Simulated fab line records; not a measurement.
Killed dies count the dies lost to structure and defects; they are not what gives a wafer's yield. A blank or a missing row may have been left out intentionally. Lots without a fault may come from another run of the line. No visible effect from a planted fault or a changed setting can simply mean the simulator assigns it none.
Matching of chambers | flow sky130 | SKY_VIA1_CMP_24 on cmp-01: 4 sister chambers
The step polishes, stops on SiO2, t overpolish 15 s, target thk 0 nm. 16 wafers are shown with their chamber, then 8 later ones without.

## WAFERS, EACH WITH ITS CHAMBER
wafer  | chamber | time_to_endpoint_s (s) | motor_current_A (A) | overpolish_run_s (s)
L236.2 | 0       | 75                     | 12.2                | 15.008
L236.3 | 2       | 73                     | 11.1                | 15.011
L236.6 | 0       | 74                     | 12.1                | 15.012
L239.1 | 0       | 69                     | 11.7                | 15.000
L239.5 | 1       | 67                     | 12.1                | 15.017
L239.6 | 0       | 67                     | 12.1                | 14.997
L240.2 | 2       | 74                     | 11.7                | 14.999
L240.3 | 3       | 60                     | 12.5                | 15.002
L240.4 | 1       | 65                     | 11.8                | 14.999
L242.2 | 2       | 71                     | 11.2                | 15.011
L242.4 | 1       | 64                     | 11.5                | 14.985
L242.6 | 1       | 65                     | 10.9                | 14.993
L252.2 | 3       | 66                     | 12.5                | 14.991
L252.4 | 0       | 71                     | 11.8                | 14.992
L252.6 | 3       | 64                     | 12.3                | 14.998
L254.3 | 3       | 62                     | 12.5                | 14.999

SIGNATURES, as means of the wafers listed above
reading            | chamber 0 | chamber 1 | chamber 2 | chamber 3 | scatter within a chamber
time_to_endpoint_s | 71.20     | 65.25     | 72.67     | 63.00     | 2.49
motor_current_A    | 11.980    | 11.575    | 11.333    | 12.450    | 0.318
overpolish_run_s   | 15.00180  | 14.99850  | 15.00700  | 14.99750  | 0.00904
Rule: for a wafer and a chamber, the distance is found by dividing, reading by reading, the gap between the wafer's reading and the chamber's mean by the reading's scatter, squaring, summing and taking the root. The wafer belongs to the nearest chamber; if the next one is less than 2 further off, it can't be placed. The scatter: the root of (the sum of the squares of (reading less its chamber's mean) over the shown wafers, divided by (wafers less chambers)).

## WAFERS WHOSE CHAMBER IS MISSING
wafer  | time_to_endpoint_s (s) | motor_current_A (A) | overpolish_run_s (s)
L254.4 | 73                     | 11.2                | 14.997
L254.5 | 69                     | 11.7                | 15.005
L255.1 | 73                     | 11.5                | 15.014
L255.2 | 73                     | 11.4                | 15.019
L255.4 | 64                     | 12.5                | 14.980
L256.2 | 71                     | 11.2                | 15.004
L256.3 | 70                     | 12.0                | 14.995
L256.6 | 70                     | 12.4                | 15.000

## EACH ONE'S CHAMBER
wafer  | from the rows above          | in truth
L254.4 | can't be placed: 2 or 0      | 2
L254.5 | can't be placed: 0 or 1 or 2 | 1
L255.1 | can't be placed: 2 or 0      | 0
L255.2 | can't be placed: 2 or 0      | 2
L255.4 | can't be placed: 3 or 1      | 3
L256.2 | can't be placed: 2 or 0 or 1 | 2
L256.3 | can't be placed: 0 or 1 or 2 | 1
L256.6 | can't be placed: 0 or 3 or 1 | 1
0 of 8 placed correctly. From these rows, 8 cannot be placed; in 8 the true chamber is one of the candidates. Placed wrongly: 0.
